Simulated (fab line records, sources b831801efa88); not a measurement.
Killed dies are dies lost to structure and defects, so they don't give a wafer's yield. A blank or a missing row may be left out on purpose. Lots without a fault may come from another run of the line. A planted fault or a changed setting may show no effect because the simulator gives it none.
One fault seen from 2 desks | flow gf180mcu | each desk has only its own numbers; what lay behind them comes last

THE METROLOGY DESK
What the gauges read, lot by lot, whatever tool the lot ran on: means of the sampled wafers that have a number. A lot is out of limits, marked OUT, if its mean lies more than 4 standard deviations from the usual mean; the brackets give that distance.
Columns: A = POLY_GATE_CVD_00_THK at GF_POLY_GATE_THK_MEAS_01, usual 200.4 nm; B = cd_nm at GF_HV_LDD_CD_MEAS_07, usual 399.5 nm; C = NSD_OVL at GF_NSD_OVL_MEAS_08, usual -0.9 nm
lot  | first seen here | A     | B     | C
L378 | day 8 11:46     | 199.1 | 395.3 | -0.5
L379 | day 8 19:51     | 201.3 | 396.1 | -1.7
L381 | day 9 08:05     | 198.9 | 399.2 | 1.3
L383 | day 9 23:53     | 201.3 | 398.6 | 1.1
L384 | day 10 03:55    | 199.7 | 404.0 | -0.7
L385 | day 10 12:35    | 199.7 | 397.8 | -0.6
L386 | day 10 19:11    | 199.3 | 398.9 | 0.1
L387 | day 11 04:53    | 197.6 | 398.3 | -1.2
L388 | day 11 10:00    | 199.8 | 401.6 | -1.7
L397 | day 14 00:35    | 200.4 | 398.8 | -3.4
L398 | day 14 04:32    | 198.9 | 401.4 | -2.0
L400 | day 14 23:05    | 204.5 | 400.3 | 0.1
L401 | day 15 09:04    | 199.3 | 398.2 | -1.8
This desk's finding: nothing out of limits on any of the 13 lots.

THE TOOL OWNER'S DESK: litho_track-03
The tool's own readings at GF_HV_LDD_COAT_41 (resist thk 1000 nm): means of the sampled wafers that have a number, for each lot that ran on this tool. A lot is out of limits, marked OUT, if its mean lies more than 4 standard deviations from the usual mean; the brackets give that distance.
Columns: A = spin_speed_rpm at GF_HV_LDD_COAT_41, usual 3000.1 rpm
lot  | first seen here | A
L384 | day 13 20:05    | 3000.5
L385 | day 14 08:35    | 2999.3
L386 | day 14 14:26    | 2999.0
L387 | day 15 00:59    | 2998.9
L397 | day 18 07:47    | 2999.0
This desk's finding: nothing out of limits on any of the 5 lots.

PUT TOGETHER
The metrology desk saw nothing out of limits.
The tool owner's desk saw nothing out of limits.

WHAT THE SIMULATOR HAD PUT IN
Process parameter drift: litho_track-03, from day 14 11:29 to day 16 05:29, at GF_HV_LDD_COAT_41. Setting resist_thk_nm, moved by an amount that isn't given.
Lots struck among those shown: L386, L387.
